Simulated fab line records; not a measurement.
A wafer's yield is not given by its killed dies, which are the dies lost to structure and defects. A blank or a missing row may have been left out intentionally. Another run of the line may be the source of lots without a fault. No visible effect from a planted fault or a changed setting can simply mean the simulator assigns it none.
Problem report, 8D (eight disciplines) form, completed by code ; flow sky130 ; the parts of the form that need people (team, actions taken, sign-off) are left out

== 1. THE ISSUE ==
dose-ions-cm2 at SKY_LDD_LDN_IMPLANT_10 reads a mean of 6.7727e+12 on 6 wafers of 2 lots; wafers without a fault read 1.2501e+13 with a standard deviation of 1.5e+10. That is -99 or more standard deviations from the usual mean.
The first sign was on wafer L289.1 at day 25 22:38, on implanter-04. The record holds 18 wafers of 6 lots with a number at this step. Rule for "out", or "out of limits": more than 4 standard deviations from the usual mean. Any other wafer with a number is counted as sound.

== 2. WHAT IT IS, AND WHAT IT ISN'T ==
question;is;is not
which readings at this step;dose-ions-cm2, faraday-current-uA;beam-energy-keV, beam-on-s
which lots;L289, L291;L283, L298, L301, L303
which wafers of those lots;all that have a number;-
read on which tools;implanter-04;implanter-01, implanter-03
when;from day 25 22:38;"up to then (3 sound wafers); but 9 sound wafers of L298, L301, L303 came after"

== 3. WHAT RULES OUT EACH SUSPECT ==
Counting: a tool at a process step up to the reading stays a suspect if it ran every lot that is out and no sound lot after the first of them.
- plasma-asher-04 at SKY_LDD_HVP_STRIP_09 (strips in O2/N2): ruled out as a lasting fault. The sound lots L301, L303 went through it after L289, its earliest lot that is out (day 24 17:05).
- implanter-04 at SKY_LDD_LDN_IMPLANT_10: kept. It processed each lot that is out, first L289 at day 25 22:38, and no sound lot thereafter; up to then, the last sound lot it processed was L283 at day 23 23:30. Its own dose-ions-cm2, faraday-current-uA readings are out on those wafers.
After counting, what remains is implanter-04 at SKY_LDD_LDN_IMPLANT_10.

== 4. THE CAUSE (what the simulator had put in) ==
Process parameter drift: implanter-04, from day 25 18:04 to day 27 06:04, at SKY_LDD_LDN_IMPLANT_10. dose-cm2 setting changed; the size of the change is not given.
Counting left only this tool.

== 5. THE CHAIN OF EFFECTS, in route order ==
Rows list readings where the struck wafers' mean (over those with a number) sits beyond 3 standard deviations from the usual. Readings are gone through only where the record gives a usual standard deviation; hours: the median, over the lots, of the time from a lot's start at the first step in this table giving one to that lot's start at this step; sigmas: the change measured in usual standard deviations.
hours;step;reading;usual;on struck wafers;change;sigmas
0;SKY_LDD_LDN_IMPLANT_10;dose-ions-cm2;1.2501e+13;6.7727e+12;-5.7283e+12;-99 or more
0;SKY_LDD_LDN_IMPLANT_10;faraday-current-uA;70.5;38.0;-32.5;-25
Its process steps:
- SKY_LDD_LDN_IMPLANT_10

== 6. WHAT WOULD HAVE CAUGHT IT SOONER ==
5 hours passed between the start of the fault at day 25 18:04 and the first reading out of limits in this record, taken at day 25 22:38.
